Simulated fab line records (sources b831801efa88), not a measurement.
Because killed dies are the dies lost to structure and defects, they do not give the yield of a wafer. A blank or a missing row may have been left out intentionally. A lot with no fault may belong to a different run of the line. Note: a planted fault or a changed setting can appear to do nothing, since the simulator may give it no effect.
fab line records -- flow gf180mcu
[record] lots = 11, wafers = 33, last_day = 34
route steps=602 shown STI@4 CONTACT@290 V1@351
lots that met no fault: taken from a fault-free run of the same line
start_h: start of the lot's first displayed wafer, in hours after the record's first day -- wait_h: hours elapsed since this lot's preceding step -- " unchanged from the row above -- L1.1+2: a row that stands for several wafers -- - no value present, or no start provided -- * or withheld: withheld -- < > ~ a bound
route shown NAME@n: a module of which the file shows steps, and the number in the route of the first -- usual: the fault-free wafers' mean and standard deviation -- same: alike in all rows -- chamber/n: place in a boat -- sites: readings site by site -- _std_site: standard deviation of those values -- _edge_site: inner sites' mean taken away from outer sites' mean -- radius_mm: how far each site lies from the wafer's centre -- mask NAME#n: copy n -- behind: the last tool/chamber to shape the wafer -- hold: reason for holding the lot/hours on hold/outcome of the hold -- device: which transistor (n, p or np) failed to switch -- end of line: at the end of the route, the tests of the same wafers -- a step without rows: its recipe alone -- killed: count of dies lost to structure and defects at first sort (not the wafer's yield) -- map: shows each die of a wafer: x if killed, . if not, _ if none is there
set.NAME: the setting that was run; set.NAME@STEP: the one run at that earlier step -- model.NAME: the simulator's own value behind a step, which no gauge read
a sample of lots followed through the steps of the route, with each step as a table and each wafer as a row
services: when a tool's chamber went out of use (start_h, in hours from the record's first day, below 0 if earlier), for how many hours, and the reason
[[steps]]
[step GF_STI_CVD_03]
[recipe] material = Si3N4, precursor = DCS/NH3, target_thk_nm = 207.16, temp_c = 770, time_s = 3551, pressure_mtorr = 250
[usual] pressure_mtorr = 250.0/0.55, spike_tc_lower_C = 769.8/1.4
lot.wafer,tool,chamber,start_h,wait_h,pressure_mtorr,spike_tc_lower_C
L862.1,lpcvd-02,0,16.57,0.1,249.9,771.2
L862.2,lpcvd-02,0,16.57,0.1,250.6,770.9
L862.4,lpcvd-02,0,16.57,0.1,250.6,770.2
L864.1,lpcvd-01,0,26.57,0.1,248.8,766.1
L864.3,lpcvd-01,0,26.57,0.1,248.9,767.8
L864.5,lpcvd-01,0,26.57,0.1,248.7,768.1
L865.1,lpcvd-01,1,31.57,0.1,250.4,773.2
L865.4,lpcvd-01,1,31.57,0.1,250.9,770.1
L865.5,lpcvd-01,1,31.57,0.1,250.2,770.5
L867.1,lpcvd-01,0,41.57,0.1,250.7,768.2
L867.4,lpcvd-01,0,41.57,0.1,250.3,768.2
L867.6,lpcvd-01,0,41.57,0.1,251.6,768.5
L868.1,lpcvd-02,0,47.84,0.1,250.2,771.2
L868.2,lpcvd-02,0,47.84,0.1,249.7,770.3
L868.4,lpcvd-02,0,47.84,0.1,249.9,771.1
L869.2,lpcvd-02,0,52.18,0.0,250.2,771.4
L869.3,lpcvd-02,0,52.18,0.0,249.9,771.6
L869.4,lpcvd-02,0,52.18,0.0,250.5,771.0
L870.1,lpcvd-02,0,56.57,0.1,299.6,770.4
L870.4,lpcvd-02,0,56.57,0.1,300.1,768.9
L870.6,lpcvd-02,0,56.57,0.1,299.9,769.7
L871.3,lpcvd-02,0,62.02,0.1,299.5,771.6
L871.4,lpcvd-02,0,62.02,0.1,299.5,769.4
L871.5,lpcvd-02,0,62.02,0.1,300.4,772.1
L872.2,lpcvd-01,0,66.66,0.0,249.7,768.6
L872.5,lpcvd-01,0,66.66,0.0,249.8,769.1
L872.6,lpcvd-01,0,66.66,0.0,249.7,768.1
L881.3,lpcvd-01,0,113.01,0.0,249.7,768.1
L881.4,lpcvd-01,0,113.01,0.0,249.5,769.2
L881.5,lpcvd-01,0,113.01,0.0,249.8,768.9
L883.3,lpcvd-01,0,121.57,0.0,251.0,766.8
L883.5,lpcvd-01,0,121.57,0.0,250.5,768.6
L883.6,lpcvd-01,0,121.57,0.0,250.6,767.3
[step GF_STI_THK_MEAS_04]
[recipe] reads = Si3N4_of_STI_CVD_03
[usual] STI_CVD_03_THK = 207.7/1.8
lot.wafer,tool,chamber,start_h,wait_h,STI_CVD_03_THK[nm]
L862.1,film_metro-04,-,18.56,0.0,205.9
L862.2,film_metro-04,-,18.56,0.0,207.4
L862.4,film_metro-04,-,18.56,0.0,207.1
L864.1,film_metro-03,-,28.56,0.0,207.7
L864.3,film_metro-03,-,28.56,0.0,207.2
L864.5,film_metro-03,-,28.56,0.0,207.6
L865.1,film_metro-03,-,33.56,0.0,209.6
L865.4,film_metro-03,-,33.56,0.0,209.6
L865.5,film_metro-03,-,33.56,0.0,208.9
L867.1,film_metro-02,-,43.56,0.0,206.9
L867.4,film_metro-02,-,43.56,0.0,206.8
L867.6,film_metro-02,-,43.56,0.0,209.0
L868.1,film_metro-03,-,49.83,0.0,204.6
L868.2,film_metro-03,-,49.83,0.0,205.0
L868.4,film_metro-03,-,49.83,0.0,206.5
L869.2,film_metro-02,-,54.18,0.0,207.6
L869.3,film_metro-02,-,54.18,0.0,208.9
L869.4,film_metro-02,-,54.18,0.0,209.5
L870.1,film_metro-04,-,58.56,0.0,217.3
L870.4,film_metro-04,-,58.56,0.0,217.6
L870.6,film_metro-04,-,58.56,0.0,218.2
L871.3,film_metro-02,-,64.03,0.0,219.8
L871.4,film_metro-02,-,64.03,0.0,220.9
L871.5,film_metro-02,-,64.03,0.0,220.4
L872.2,film_metro-04,-,68.65,0.0,208.8
L872.5,film_metro-04,-,68.65,0.0,207.8
L872.6,film_metro-04,-,68.65,0.0,206.3
L881.3,film_metro-04,-,115.02,0.0,208.7
L881.4,film_metro-04,-,115.02,0.0,209.8
L881.5,film_metro-04,-,115.02,0.0,208.3
L883.3,film_metro-04,-,123.58,0.0,206.3
L883.5,film_metro-04,-,123.58,0.0,209.0
L883.6,film_metro-04,-,123.58,0.0,207.3
[step GF_STI_ETCH_13]
[recipe] chemistry = CHF3/O2, stop_on = Si, over_etch_frac = 0.3, target_depth_a = 2823.1, source_w = 600, bias_w = 200, pressure_mtorr = 40, chf3_flow_sccm = 50, O2_flow_sccm = 5, time_s = 112.9
[usual] O2_flow_sccm = 4.999/0.014, bias_w = 200.1/0.6, chf3_flow_sccm = 50.00/0.15, drypump_motor_current_A = 5.6/0.48, oes_product_au = 0.833/0.0058, throttle_valve_pct = 8.810/0.0091
lot.wafer,tool,chamber,start_h,wait_h,O2_flow_sccm,bias_w,chf3_flow_sccm,drypump_motor_current_A,oes_product_au,rf_hours_counter_h,throttle_valve_pct
L862.1,rie_diel-03,3,30.80,0.1,4.987,200.5,49.99,5.1,0.823,103,8.817
L862.2,rie_diel-03,0,30.80,0.1,4.981,199.9,50.05,4.7,0.831,139,8.804
L862.4,rie_diel-03,1,30.80,0.1,4.976,200.6,50.27,5.7,0.834,55,8.809
L864.1,rie_diel-04,1,40.68,0.1,5.002,200.3,49.99,6.0,0.843,48,8.808
L864.3,rie_diel-04,3,40.68,0.1,5.006,200.8,49.99,5.8,0.828,27,8.804
L864.5,rie_diel-04,0,40.68,0.1,4.998,200.3,49.96,6.2,0.833,-,8.793
L865.1,rie_diel-01,3,45.26,0.1,5.017,200.5,50.02,6.1,0.837,7,8.813
L865.4,rie_diel-01,0,45.26,0.1,5.025,200.0,50.18,6.5,0.834,73,8.813
L865.5,rie_diel-01,2,45.26,0.1,4.983,200.5,50.02,5.8,0.838,-,8.806
L867.1,rie_diel-03,3,56.25,0.1,4.994,200.7,50.06,5.1,0.834,104,8.817
L867.4,rie_diel-03,0,56.25,0.1,4.999,200.0,50.05,4.7,0.824,140,8.805
L867.6,rie_diel-03,2,56.25,0.1,5.014,200.3,50.03,5.6,0.840,-,8.807
L868.1,rie_diel-01,3,62.68,0.1,4.998,199.0,49.93,6.1,0.826,7,8.797
L868.2,rie_diel-01,2,62.68,0.1,5.002,201.1,50.03,5.8,0.829,115,8.817
L868.4,rie_diel-01,2,62.68,0.1,5.004,199.8,50.07,5.8,0.831,-,8.794
L869.2,rie_diel-03,0,67.55,0.1,4.993,200.5,49.74,4.8,0.840,140,8.797
L869.3,rie_diel-03,1,67.55,0.1,4.993,200.2,50.01,5.7,0.835,57,8.802
L869.4,rie_diel-03,2,67.55,0.1,5.002,200.2,50.14,5.7,0.841,8,8.802
L870.1,rie_diel-04,0,72.00,0.1,5.013,200.2,49.74,6.3,0.856,108,8.827
L870.4,rie_diel-04,2,72.00,0.1,4.990,200.1,49.71,5.6,0.860,78,8.818
L870.6,rie_diel-04,3,72.00,0.1,4.984,199.5,49.96,5.8,0.847,-,8.836
L871.3,rie_diel-03,1,77.20,0.1,4.999,199.3,50.25,5.7,0.864,57,8.812
L871.4,rie_diel-03,2,77.20,0.1,5.003,200.5,49.68,5.7,0.857,8,8.818
L871.5,rie_diel-03,0,77.20,0.1,4.997,200.1,49.95,4.7,0.865,-,8.818
L872.2,rie_diel-03,1,81.98,0.1,4.999,199.9,49.92,5.7,0.831,57,8.826
L872.5,rie_diel-03,0,81.98,0.1,4.981,200.7,49.86,4.7,0.824,-,8.801
L872.6,rie_diel-03,3,81.98,0.1,4.998,199.5,50.10,5.1,0.831,-,8.808
L881.3,rie_diel-01,2,129.63,0.1,4.995,199.5,50.09,5.8,0.833,118,8.804
L881.4,rie_diel-01,0,129.63,0.1,5.014,200.6,50.15,6.5,0.838,76,8.810
L881.5,rie_diel-01,2,129.63,0.1,4.993,199.0,50.03,5.8,0.837,-,8.826
L883.3,rie_diel-01,2,138.81,0.1,4.985,200.4,50.00,5.8,0.829,118,8.809
L883.5,rie_diel-01,1,138.81,0.1,5.007,199.6,49.82,5.3,0.833,-,8.823
L883.6,rie_diel-01,0,138.81,0.1,5.003,200.0,50.00,6.5,0.838,-,8.811
[step GF_CONTACT_THK_MEAS_03]
[recipe] reads = SiO2_of_CONTACT_CVD_02
[usual] CONTACT_CVD_02_THK = 864/9.5
lot.wafer,tool,chamber,start_h,wait_h,CONTACT_CVD_02_THK[nm]
L862.1,film_metro-04,-,349.26,0.0,859
L862.2,film_metro-04,-,349.26,0.0,849
L862.4,film_metro-04,-,349.26,0.0,869
L864.1,film_metro-04,-,367.37,0.0,850
L864.3,film_metro-04,-,367.37,0.0,849
L864.5,film_metro-04,-,367.37,0.0,858
L865.1,film_metro-01,-,378.51,0.0,875
L865.4,film_metro-01,-,378.51,0.0,879
L865.5,film_metro-01,-,378.51,0.0,881
L867.1,film_metro-04,-,391.95,0.0,848
L867.4,film_metro-04,-,391.95,0.0,866
L867.6,film_metro-04,-,391.95,0.0,877
L868.1,film_metro-03,-,405.89,0.0,855
L868.2,film_metro-03,-,405.89,0.0,854
L868.4,film_metro-03,-,405.89,0.0,866
L869.2,film_metro-04,-,417.48,0.0,851
L869.3,film_metro-04,-,417.48,0.0,859
L869.4,film_metro-04,-,417.48,0.0,863
L870.1,film_metro-03,-,428.62,0.0,858
L870.4,film_metro-03,-,428.62,0.0,865
L870.6,film_metro-03,-,428.62,0.0,873
L871.3,film_metro-01,-,432.35,0.1,867
L871.4,film_metro-01,-,432.35,0.1,868
L871.5,film_metro-01,-,432.35,0.1,864
L872.2,film_metro-04,-,443.99,0.0,875
L872.5,film_metro-04,-,443.99,0.0,876
L872.6,film_metro-04,-,443.99,0.0,884
L881.3,film_metro-04,-,516.18,0.1,859
L881.4,film_metro-04,-,516.18,0.1,873
L881.5,film_metro-04,-,516.18,0.1,875
L883.3,film_metro-03,-,531.35,0.1,864
L883.5,film_metro-03,-,531.35,0.1,863
L883.6,film_metro-03,-,531.35,0.1,875
[step GF_CONTACT_BOW_MEAS_05]
[recipe] mode = bow
[usual] CONTACT_BOW = 66/7
lot.wafer,tool,chamber,start_h,wait_h,CONTACT_BOW[um]
L862.1,film_metro-01,-,349.62,0.2,56
L862.2,film_metro-01,-,349.62,0.2,81
L862.4,film_metro-01,-,349.62,0.2,64
L864.1,film_metro-03,-,367.73,0.2,62
L864.3,film_metro-03,-,367.73,0.2,57
L864.5,film_metro-03,-,367.73,0.2,64
L865.1,film_metro-03,-,378.87,0.2,77
L865.4,film_metro-03,-,378.87,0.2,70
L865.5,film_metro-03,-,378.87,0.2,66
L867.1,film_metro-04,-,392.31,0.2,68
L867.4,film_metro-04,-,392.31,0.2,64
L867.6,film_metro-04,-,392.31,0.2,68
L868.1,film_metro-03,-,408.81,0.3,64
L868.2,film_metro-03,-,408.81,0.3,74
L868.4,film_metro-03,-,408.81,0.3,61
L869.2,film_metro-03,-,417.85,0.2,72
L869.3,film_metro-03,-,417.85,0.2,76
L869.4,film_metro-03,-,417.85,0.2,76
L870.1,film_metro-03,-,428.98,0.1,60
L870.4,film_metro-03,-,428.98,0.1,75
L870.6,film_metro-03,-,428.98,0.1,52
L871.3,film_metro-04,-,432.73,0.3,72
L871.4,film_metro-04,-,432.73,0.3,55
L871.5,film_metro-04,-,432.73,0.3,65
L872.2,film_metro-04,-,444.36,0.2,76
L872.5,film_metro-04,-,444.36,0.2,66
L872.6,film_metro-04,-,444.36,0.2,72
L881.3,film_metro-03,-,516.56,0.1,66
L881.4,film_metro-03,-,516.56,0.1,59
L881.5,film_metro-03,-,516.56,0.1,68
L883.3,film_metro-04,-,531.73,0.2,69
L883.5,film_metro-04,-,531.73,0.2,57
L883.6,film_metro-04,-,531.73,0.2,62
[step GF_V1_ETCH_16]
[recipe] chemistry = N2/H2, target_depth_a = withheld, overetch_a = withheld, time_s = withheld, target = BARC, ion_energy_ev = 200, source_w = 500, bias_w = 100, pressure_mtorr = 30, n2_flow_sccm = 100, h2_flow_sccm = 200
[usual] bias_w = 100.0/0.31, drypump_motor_current_A = 5.9/0.32, oes_product_au = 0.855/0.0047, throttle_valve_pct = 13.225/0.0096
lot.wafer,tool,chamber,start_h,wait_h,bias_w,drypump_motor_current_A,oes_product_au,throttle_valve_pct
L862.1,rie_diel-01,2,422.43,0.0,100.1,5.8,0.859,13.238
L862.2,rie_diel-01,3,422.43,0.0,99.8,6.1,0.867,13.234
L862.4,rie_diel-01,0,422.43,0.0,100.1,6.5,0.864,13.221
L864.1,rie_diel-01,3,442.30,0.0,100.2,6.1,0.850,13.239
L864.3,rie_diel-01,1,442.30,0.0,99.8,5.3,0.849,13.211
L864.5,rie_diel-01,2,442.30,0.0,100.0,5.8,0.853,13.236
L865.1,rie_diel-02,0,454.33,0.0,99.9,5.5,0.854,13.222
L865.4,rie_diel-02,3,454.33,0.0,100.8,6.0,0.854,13.205
L865.5,rie_diel-02,3,454.33,0.0,100.2,5.9,0.853,13.231
L867.1,rie_diel-02,3,468.90,0.0,100.2,5.9,0.855,13.224
L867.4,rie_diel-02,0,468.90,0.0,100.2,5.6,0.851,13.222
L867.6,rie_diel-02,1,468.90,0.0,99.8,6.2,0.860,13.228
L868.1,rie_diel-02,3,485.25,0.0,99.7,6.0,0.856,13.219
L868.2,rie_diel-02,0,485.25,0.0,100.3,5.5,0.858,13.235
L868.4,rie_diel-02,2,485.25,0.0,100.7,6.1,0.858,13.218
L869.2,rie_diel-04,3,493.86,0.0,100.0,5.9,0.854,13.242
L869.3,rie_diel-04,0,493.86,0.0,100.2,6.2,0.847,13.237
L869.4,rie_diel-04,2,493.86,0.0,100.3,5.7,0.866,13.219
L870.1,rie_diel-01,1,505.08,0.0,100.1,5.3,0.858,13.234
L870.4,rie_diel-01,3,505.08,0.0,99.9,6.1,0.860,13.212
L870.6,rie_diel-01,0,505.08,0.0,100.0,6.5,0.854,13.219
L871.3,rie_diel-02,1,509.98,0.0,99.5,6.2,0.853,13.225
L871.4,rie_diel-02,2,509.98,0.0,100.3,6.0,0.854,13.226
L871.5,rie_diel-02,1,509.98,0.0,99.7,6.2,0.847,13.214
L872.2,rie_diel-04,0,520.06,0.0,100.3,6.3,0.858,13.232
L872.5,rie_diel-04,0,520.06,0.0,100.4,6.3,0.852,13.225
L872.6,rie_diel-04,1,520.06,0.0,100.1,6.0,0.848,13.195
L881.3,rie_diel-04,1,586.75,0.0,100.4,6.0,0.852,13.225
L881.4,rie_diel-04,0,586.75,0.0,99.9,6.2,0.860,13.243
L881.5,rie_diel-04,2,586.75,0.0,100.2,5.7,0.858,13.219
L883.3,rie_diel-02,1,601.70,0.0,99.7,6.2,0.860,13.227
L883.5,rie_diel-02,2,601.70,0.0,100.3,6.0,0.855,13.221
L883.6,rie_diel-02,1,601.70,0.0,100.0,6.2,0.855,13.217
[[services]]
tool,chamber,start_h,hours,kind
lpcvd-01,-,-0.30,0.3,repair
rie_diel-01,3,48.01,4.6,repair
rie_diel-01,1,52.13,61.2,repair
rie_diel-02,3,62.91,6.1,repair
rie_diel-01,3,100.14,10.0,repair
rie_diel-03,3,103.20,3.6,repair
rie_diel-02,-,120.56,1.1,repair
rie_diel-02,-,154.45,1.2,repair
rie_diel-04,0,174.85,2.8,repair
rie_diel-01,2,180.72,4.6,repair
rie_diel-03,0,201.65,15.8,repair
rie_diel-01,2,289.32,21.8,repair
rie_diel-01,1,300.41,33.9,repair
rie_diel-01,0,316.77,19.0,repair
rie_diel-01,2,345.05,1.9,repair
lpcvd-01,-,350.53,5.6,repair
rie_diel-01,2,364.75,1.5,repair
rie_diel-01,2,380.92,9.2,repair
rie_diel-01,-,387.79,0.3,repair
rie_diel-01,1,416.08,18.9,repair
rie_diel-01,2,457.64,29.0,repair
lpcvd-01,-,465.60,1.0,repair
rie_diel-01,3,489.23,10.5,repair
rie_diel-01,3,507.92,9.4,repair
[[key]]
[first_sign] step = GF_STI_CVD_03, reading = pressure_mtorr, direction = up, sigmas = 91, usual = 250.0, struck = 299.8
[effect] step = GF_STI_THK_MEAS_04, reading = STI_CVD_03_THK, direction = up, sigmas = 6.3, usual = 207.7, struck = 219.1
[effect] step = GF_STI_ETCH_13, reading = oes_product_au, direction = up, sigmas = 4.3, usual = 0.833, struck = 0.858
met_at GF_STI_CVD_03
struck_lots L870,L871
tester_left_out L870,L871
not_acting_at GF_CONTACT_THK_MEAS_03,GF_CONTACT_BOW_MEAS_05,GF_V1_ETCH_16
onset_between 52.18 56.57
[fault] kind = process_parameter_drift, tool = lpcvd-02, chamber = -, onset_h = 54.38, steps = GF_STI_CVD_03, channel = pressure_mtorr, offset = 50, shape = step, end_h = 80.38, acts_in = these_recipes_only, stated = 250
// tester_left_out: of these lots the tester's yield and bins aren't shown, on N5 and GAA mostly nor the transistor test; their killed dies are dies lost to structure and defects alone, not to doping, threshold or leakage, so they don't give the yield
